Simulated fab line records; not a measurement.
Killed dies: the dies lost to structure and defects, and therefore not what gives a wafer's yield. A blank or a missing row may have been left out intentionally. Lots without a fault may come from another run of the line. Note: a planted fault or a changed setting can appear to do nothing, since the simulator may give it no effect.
Code-filled problem report in 8D (eight disciplines) form | flow sky130 | the parts of the form that need people (team, actions taken, sign-off) are left out

## 1. WHAT IS WRONG
Wafers without a fault read 116.47 s, standard deviation 0.29; runLengthS at SKY_METAL3_ETCH_16 reads a mean of 104.34 s on 4 wafers belonging to 2 lots. That is -42 standard deviations from the usual mean.
The step: etches BARC in N2/H2, stops on SiO2, time 88.2 s, target depth 60 nm.
First seen on wafer L938.1, day 41 22:01, on rieMetal-02. At this step, 33 wafers from 11 lots have a number in the record. The rule behind "out" and "out of limits": a value lying over 4 standard deviations away from the usual mean. All remaining wafers that have a number are taken as sound.

## 2. WHAT IT IS, WHAT IT ISN'T
question                    | is                             | is not
which readings at this step | runLengthS, oesProductAu       | drypumpMotorCurrentA, throttleValvePct
which lots                  | L938, L942                     | L927, L929, L931, L933, L934, L935, L939, L943, L946
which wafers of those lots  | L938.1, L938.3, L942.4, L942.5 | L938.4, L942.3
read on which tools         | rieMetal-02                    | rieMetal-01, rieMetal-03
when                        | from day 41 22:01              | up to then (19 sound wafers); but 10 sound wafers of L939, L942, L943, L946 came after

## 3. THE SUSPECTS, EACH WITH WHAT RULES IT OUT
Counting: a tool at a process step up to the reading stays a suspect if it ran every lot that is out. Sound lots after the first of them don't rule it out here, since some wafers of a struck lot are sound.
- rieDiel-02 at SKY_VIA2_ETCH_15 (etches SiO2 in C4F8/O2/Ar, stops on TiN, target depth 546 nm, time 84 s): kept. Every lot that is out went through it, the first being L938 (day 39 18:26); the last sound lot it ran before that was L934 (day 38 15:04).
- rieMetal-02 at SKY_METAL3_ETCH_16 (etches BARC in N2/H2, stops on SiO2, time 88.2 s, target depth 60 nm): kept. Every lot that is out went through it, the first being L938 (day 41 22:01); the last sound lot it ran before that was L935 (day 41 01:04). On those wafers its own readings are out: oesProductAu, runLengthS.
- Within rieMetal-02 at SKY_METAL3_ETCH_16, the wafers that are out were processed in chamber 0 and their sound lot-mates in chamber 1.
Remaining after the count are rieDiel-02 at SKY_VIA2_ETCH_15 and rieMetal-02 at SKY_METAL3_ETCH_16.

## 4. THE CAUSE (what the simulator had put in)
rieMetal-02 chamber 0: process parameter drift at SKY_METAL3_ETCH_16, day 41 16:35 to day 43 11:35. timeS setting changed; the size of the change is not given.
After counting, 2 suspects remain, this tool included.

## 5. SEQUENCE OF EFFECTS, ordered by route
Each row: a reading whose mean over the struck wafers that have a number lies more than 3 standard deviations from the usual. Only readings whose record carries a usual standard deviation are examined. hours: median over the lots of the time between each lot's start at the first step of this table that gives one and its start at this step. sigmas: the change, counted in usual standard deviations.
hours | step               | reading      | usual      | on struck wafers | change | sigmas
0     | SKY_METAL3_ETCH_16 | oesProductAu | 0.626 a.u. | 0.702            | +0.076 | +18
0     | SKY_METAL3_ETCH_16 | runLengthS   | 116.47 s   | 104.34           | -12.13 | -42
The process steps in it:
- SKY_METAL3_ETCH_16: etches BARC in N2/H2, stops on SiO2, time 88.2 s, target depth 60 nm.
Readings that are blank on the struck wafers while sound wafers have them: rfFwdPowerW at SKY_METAL3_ETCH_16.

## 6. HOW IT WOULD HAVE BEEN CAUGHT EARLIER
First out-of-limits reading in this record: day 41 22:01, which is 5 hours after fault onset at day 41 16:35.
